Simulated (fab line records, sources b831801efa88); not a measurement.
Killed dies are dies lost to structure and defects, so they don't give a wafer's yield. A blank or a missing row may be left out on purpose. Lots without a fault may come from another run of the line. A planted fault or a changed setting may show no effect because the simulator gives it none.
Tool commonality check | flow gf180mcu | 13 lots, 39 wafers sampled

WHY IT WAS OPENED
At GF_VT_IMPLANT_RS_MEAS_49 the reading MVPSD_RS is flagged on 2 of 13 lots. Wafers without a fault read 1168 ohm/sq, standard deviation 3.1.
Rule: a lot is flagged when every wafer of it that has a number lies more than 4 standard deviations from that mean, or none has a number. The other lots count as sound.

lot  | measured     | on            | MVPSD_RS (ohm/sq), wafer by wafer | flag
L853 | day 7 22:30  | film_metro-02 | 1166 1170 1167                    |
L854 | day 8 04:24  | film_metro-03 | 1172 1173 1172                    |
L855 | day 8 09:43  | film_metro-01 | 1169 1168 1165                    |
L859 | day 9 13:50  | film_metro-01 | 1165 1165 1168                    |
L861 | day 10 04:24 | film_metro-01 | 1167 1166 1168                    |
L862 | day 10 10:55 | film_metro-03 | 1167 1168 1166                    |
L863 | day 10 16:33 | film_metro-02 | 1171 1171 1173                    |
L867 | day 11 19:57 | film_metro-01 | 1166 1166 1169                    |
L871 | day 12 20:08 | film_metro-03 | 1165 1166 1167                    |
L872 | day 13 02:47 | film_metro-03 | 1118 1116 1119                    | FLAGGED
L873 | day 13 12:33 | film_metro-02 | 1166 1169 1168                    |
L874 | day 13 21:29 | film_metro-03 | 1116 1113 1111                    | FLAGGED
L875 | day 14 05:21 | film_metro-01 | 1165 1165 1166                    |
The numbers of the flagged lots are 1116 ohm/sq on average: -52 ohm/sq against the usual, or -17 standard deviations.

WHICH TOOL RAN EACH LOT
The record holds 1 process step before the reading, out of a route of 602 steps. In each cell: the tool, then ch and the chambers that the sampled wafers went through, then the start.
lot  | flag    | GF_MVPSD_IMPLANT_08
L853 |         | implanter-04 ch 0, day 5 08:17
L854 |         | implanter-04 ch 0, day 5 13:59
L855 |         | implanter-03 ch 0, day 5 17:31
L859 |         | implanter-02 ch 0, day 6 18:47
L861 |         | implanter-02 ch 0, day 7 07:38
L862 |         | implanter-03 ch 0, day 7 14:43
L863 |         | implanter-03 ch 0, day 7 18:25
L867 |         | implanter-02 ch 0, day 8 18:11
L871 |         | implanter-04 ch 0, day 9 17:38
L872 | FLAGGED | implanter-02 ch 0, day 9 23:23
L873 |         | implanter-04 ch 0, day 10 06:50
L874 | FLAGGED | implanter-02 ch 0, day 10 14:07
L875 |         | implanter-03 ch 0, day 10 21:32
What these steps do:
- GF_MVPSD_IMPLANT_08
- GF_VT_IMPLANT_RS_MEAS_49: measures by four-point-probe.

FLAGGED OVER TOTAL, TOOL BY TOOL (the gauges that took the reading come last)
step                     | tool          | lots run | flagged | share of the flagged lots | sound lots run after its first flagged lot
GF_MVPSD_IMPLANT_08      | implanter-02  | 5        | 2       | all                       | 0
GF_MVPSD_IMPLANT_08      | implanter-03  | 4        | 0       | none                      | -
GF_MVPSD_IMPLANT_08      | implanter-04  | 4        | 0       | none                      | -
GF_VT_IMPLANT_RS_MEAS_49 | film_metro-01 | 5        | 0       | none                      | -
GF_VT_IMPLANT_RS_MEAS_49 | film_metro-02 | 3        | 0       | none                      | -
GF_VT_IMPLANT_RS_MEAS_49 | film_metro-03 | 5        | 2       | all                       | 0

WHAT THE TABLE ALLOWS
2 rows of the table ran every flagged lot: implanter-02 at GF_MVPSD_IMPLANT_08, film_metro-03 at GF_VT_IMPLANT_RS_MEAS_49.
- implanter-02 at GF_MVPSD_IMPLANT_08: 2 of its 5 lots flagged. Its last sound lot is L867 (day 8 18:11), its first flagged lot L872 (day 9 23:23): a fault that began between those two fits. Its own readings lie more than 4 standard deviations out on every wafer of the flagged lots: dose_ions_cm2, faraday_current_uA.
- film_metro-03 at GF_VT_IMPLANT_RS_MEAS_49: 2 of its 5 lots flagged. Its last sound lot is L871 (day 12 20:08), its first flagged lot L872 (day 13 02:47): a fault that began between those two fits.
Counting lots can't tell these 2 tools apart, because each fits a fault that began at some hour. More lots, or a look at what each step does to the wafer, might.

WHAT THE SIMULATOR HAD PUT IN
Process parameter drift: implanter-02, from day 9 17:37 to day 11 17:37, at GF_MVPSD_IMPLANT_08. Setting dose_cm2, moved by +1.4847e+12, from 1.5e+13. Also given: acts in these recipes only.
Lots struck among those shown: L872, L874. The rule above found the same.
